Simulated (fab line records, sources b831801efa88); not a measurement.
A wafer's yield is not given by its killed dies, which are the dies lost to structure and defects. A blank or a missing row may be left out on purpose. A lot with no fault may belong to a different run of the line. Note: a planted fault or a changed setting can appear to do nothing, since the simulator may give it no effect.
Code-filled problem report in 8D (eight disciplines) form + flow sky130 + the parts of the form that need people (team, actions taken, sign-off) are left out

1. WHAT IS WRONG
Wafers without a fault read 15, standard deviation 4.8; killed_at_front_end at SKY_PAD_OPEN_PROBE_99 reads a mean of 55 on 4 wafers belonging to 3 lots. That puts it +8.3 standard deviations away from the usual mean.
Earliest sighting: wafer L537.1 on prober-02 at day 48 18:18. Wafers with a number at this step in the record: 9, from 3 lots. Rule for "out" (also "out of limits"): further than 4 standard deviations from the usual mean. Any other wafer with a number is counted as sound.

2. WHAT IT IS AND WHAT IT IS NOT
| question                    | is                             | is not                                                                                |
|-----------------------------|--------------------------------|---------------------------------------------------------------------------------------|
| which readings at this step | killed_at_front_end            | killed_at_M0_to_M3, killed_at_M4_up, killed_at_contacts, killed_at_other, killed_open |
| which lots                  | L537, L538, L540               | -                                                                                     |
| which wafers of those lots  | L537.1, L537.6, L538.6, L540.5 | L537.3, L538.2, L538.4, L540.4, L540.6                                                |
| read on which tools         | prober-01, prober-02           | -                                                                                     |
| when                        | from day 48 18:18              | up to then (0 sound wafers); but 5 sound wafers of L537, L538, L540 came after        |

3. WHAT RULES OUT EACH SUSPECT
Counting: any tool at a process step up to the reading remains a suspect provided it ran every lot that is out. Sound lots after the first of them don't rule it out here, since some wafers of a struck lot are sound.
- rie_si-01 at SKY_POLY_GATE_ETCH_17 (etches poly-Si in HBr/Cl2, stops on SiO2, target depth 180 nm, time 70.5 s): kept. It ran every lot that is out, first L537 (day 19 22:38).
- rie_metal-04 at SKY_METAL4_METAL_ETCH_18 (etches the open film in Cl2/BCl3, stops on SiO2, target depth 845 nm, time 183.1 s): kept. It ran every lot that is out, first L537 (day 45 00:06).
- rie_si-01, SKY_POLY_GATE_ETCH_17: wafers that are out in chamber 2, sound lot-mates in chambers 0, 1, 3.
Left after counting: rie_si-01 at SKY_POLY_GATE_ETCH_17, rie_metal-04 at SKY_METAL4_METAL_ETCH_18.

4. THE CAUSE (what the simulator had put in)
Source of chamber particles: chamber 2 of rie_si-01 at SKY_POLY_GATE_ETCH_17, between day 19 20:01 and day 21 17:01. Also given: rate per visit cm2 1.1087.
Of the 2 suspects that counting leaves, this tool is one.

5. THE EFFECT CHAIN, in route order
Each row: a reading whose mean over the struck wafers that have a number lies more than 3 standard deviations from the usual. Only readings for which the record gives a usual standard deviation are gone through. hours: the time from each lot's start at the first step in this table that gives one to its start at this step, as a median over the lots. sigmas: the change in usual standard deviations.
| hours | step                  | reading             | usual | on struck wafers | change | sigmas |
|-------|-----------------------|---------------------|-------|------------------|--------|--------|
| 0     | SKY_PAD_OPEN_PROBE_99 | killed_at_front_end | 15    | 55               | +40    | +8.3   |
Process steps it contains:
- SKY_PAD_OPEN_PROBE_99

6. WHAT WOULD HAVE CAUGHT IT SOONER
In this record the first reading out of limits was taken at day 48 18:18, 694 hours after the fault began at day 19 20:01.
No tool reading at SKY_POLY_GATE_ETCH_17 that has a usual standard deviation in the record was out on any struck wafer, so an alarm limit of 4 standard deviations on those readings would not have fired.
Lots out: 3; all had begun SKY_POLY_GATE_ETCH_17 on rie_si-01 by day 48 18:18. Holding the tool at that point would not have protected any of them.
